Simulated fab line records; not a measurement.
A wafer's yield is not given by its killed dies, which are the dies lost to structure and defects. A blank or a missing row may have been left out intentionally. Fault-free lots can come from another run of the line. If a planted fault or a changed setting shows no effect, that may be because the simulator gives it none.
A lot that was struck, set against a sound lot :: flow sky130 :: 36 out of 708 route steps
Sound: the wafers L664.1, L664.2, L664.4. The struck wafers were L652.2, L652.3, L652.4. The cause is given at the end.
Each step with rows lists, per side, the tool, then ch with its chambers, then its first start. Under that, the readings that differ: sound wafers :: struck wafers :: difference of the means :: sigmas: that difference in standard deviations of wafers without a fault.
alike: same words and numbers on both sides, and readings whose means sit less than 2 such deviations apart. not compared: any withheld reading, any reading some wafer has no value for, any bound like >300 that may hide the same value, and any number with overlapping values for which the record gives no deviation.
A row with sigmas, a row that says differs or no value, or rows on one side alone: a step with any of these is where the two part. Numbers that have no deviation but don't overlap get no sigmas and don't part them. A reading that every wafer of one side lacks parts them only if that side has two wafers or more.

first, 10 steps without rows for these wafers: SKY_GATE_OXIDE_COAT_05 (resist thk 1140 nm); SKY_GATE_OXIDE_SOFTBAKE_06 (time 60 s); SKY_GATE_OXIDE_EXPOSE_07 (exposes mask LVOM, target cd 600 nm); SKY_GATE_OXIDE_PEB_08; SKY_GATE_OXIDE_DEVELOP_09 (develop time 60 s); SKY_GATE_OXIDE_IMPLANT_11; SKY_GATE_OXIDE_WET_ETCH_12 (etches SiO2 in dHF, target depth 16.8 nm, time 336 s); SKY_GATE_OXIDE_STRIP_13 (strips in O2/N2); SKY_GATE_OXIDE_CLEAN_15 (cleans in SC1/SC2, time 150 s); SKY_GATE_OXIDE_OXIDATION_16 (stabilise 600 s, purge 300 s, target thk 3.57 nm).
SKY_POLY_GATE_CVD_00: deposits poly-Si, target thk 180 nm, time 720 s.
  sound on lpcvd-01 ch 1, day 20 01:45; struck on lpcvd-01 ch 1, day 15 14:21
reading: spike_tc_bottom_C (C)
sound: 638.3 637.3 636.1
struck: 612.2 610.9 609.9
difference: -26.2
sigmas: -9

reading: spike_tc_centre_C (C)
sound: 620.6 621.5 621.5
struck: 595.3 594.7 595.7
difference: -26.0
sigmas: -22

reading: spike_tc_lower_C (C)
sound: 620.4 619.0 619.6
struck: 593.2 593.0 593.8
difference: -26.3
sigmas: -19

reading: spike_tc_top_C (C)
sound: 631 634 632
struck: 607 608 605
difference: -26
sigmas: -6

reading: spike_tc_upper_C (C)
sound: 620.2 620.2 619.8
struck: 593.5 596.2 593.9
difference: -25.5
sigmas: -20

reading: susceptor_temp_C (C)
sound: 619.90 619.83 620.05
struck: 593.09 593.38 593.14
difference: -26.72
sigmas: -99

reading: zone_power_centre_pct (%)
sound: 9.42 9.33 9.51
struck: 8.68 8.78 8.92
difference: -0.63
sigmas: -3

reading: zone_power_upper_pct (%)
sound: 8.83 8.76 8.75
struck: 8.10 7.93 8.07
difference: -0.75
sigmas: -9

reading: model.poly-Si_of_POLY_GATE_CVD_00.thk_nm (nm)
sound: 179.7 179.9 180.1
struck: 91.77 90.29 93.39
difference: -88.08
sigmas: 
SKY_POLY_GATE_THK_MEAS_01:
  sound on film_metro-02 at day 20 02:57; struck on film_metro-03 at day 15 15:34
reading: POLY_GATE_CVD_00_THK (nm)
sound: 179.6 179.8 180.2
struck: 91.8 90.3 93.4
difference: -88.0
sigmas: -46
then, 9 steps without rows for these wafers: SKY_RES_PROTECT_DEHYDRATE_00 (time 60 s); SKY_RES_PROTECT_HMDS_01 (prime time 60 s); SKY_RES_PROTECT_COAT_02 (resist thk 1140 nm); SKY_RES_PROTECT_SOFTBAKE_03 (time 60 s); SKY_RES_PROTECT_EXPOSE_04 (exposes mask RPM, target cd 1270 nm); SKY_RES_PROTECT_PEB_05; SKY_RES_PROTECT_DEVELOP_06 (develop time 60 s); SKY_POLY_GATE_IMPLANT_02; SKY_RES_PROTECT_STRIP_07 (strips in O2/N2).
SKY_RES_PROTECT_CLEAN_09: cleans in SC1/SC2, time 150 s.
  sound on wet_bench-03 ch 0, day 21 09:31; struck on wet_bench-04 ch 3, day 16 20:03
reading: bath_heat_duty_pct (%)
sound: 11.9 11.4 11.9
struck: 17.1 16.8 18.1
difference: +5.6
sigmas: +3

reading: model.poly-Si_of_POLY_GATE_CVD_00.thk_nm (nm)
sound: 179.1 179.3 179.5
struck: 91.14 89.66 92.76
difference: -88.11
sigmas: 
then, 11 steps without rows for these wafers: SKY_POLY_GATE_CVD_03 (deposits Si3N4 from DCS/NH3, target thk 75 nm, time 1290 s); SKY_POLY_GATE_DEHYDRATE_05 (time 60 s); SKY_POLY_GATE_HMDS_06 (prime time 60 s); SKY_POLY_GATE_COAT_07 (resist thk 110 nm); SKY_POLY_GATE_COAT_08 (resist thk 450 nm); SKY_POLY_GATE_SOFTBAKE_09 (time 90 s); SKY_POLY_GATE_EXPOSE_10 (exposes mask P1M, target cd 150 nm); SKY_POLY_GATE_PEB_11; SKY_POLY_GATE_DEVELOP_12 (develop time 60 s); SKY_POLY_GATE_ETCH_15 (etches BARC in N2/H2, stops on SiO2, time 118.5 s, target depth 110 nm); SKY_POLY_GATE_ETCH_16 (etches Si3N4 in CH3F/O2, stops on poly-Si, time 147.5 s, target depth 75 nm).
SKY_POLY_GATE_ETCH_17: etches poly-Si in HBr/Cl2, stops on SiO2, target depth 180 nm, time 70.5 s.
  sound on rie_si-02 ch 0,1,2, day 22 17:17; struck on rie_si-01 ch 2,3, day 18 02:45
reading: oes_product_au (a.u.)
sound: 0.983 0.991 0.987
struck: 0.644 0.636 0.649
difference: -0.344
sigmas: -46

reading: model.POLY_GATE.feature_depth_nm (nm)
sound: 179.1 179.3 179.5
struck: 91.14 89.66 92.76
difference: -88.11
sigmas: 

reading: model.etch.depth_nm (nm)
sound: 179.1 179.3 179.5
struck: 91.14 89.66 92.76
difference: -88.11
sigmas: 
  alike: bias_w, drypump_motor_current_A, he_backside_leak_sccm, throttle_valve_pct
  not compared: rf_hours_counter_h
then, 2 steps without rows for these wafers: SKY_POLY_GATE_STRIP_18 (strips in O2/N2); SKY_PAD_OPEN_PROBE_99.

WHERE THEY PART
Earliest at SKY_POLY_GATE_CVD_00; latest, in this record, at SKY_POLY_GATE_ETCH_17.

WHY: what had been put in by the simulator
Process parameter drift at SKY_POLY_GATE_CVD_00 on lpcvd-01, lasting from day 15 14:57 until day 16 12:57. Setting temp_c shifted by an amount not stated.
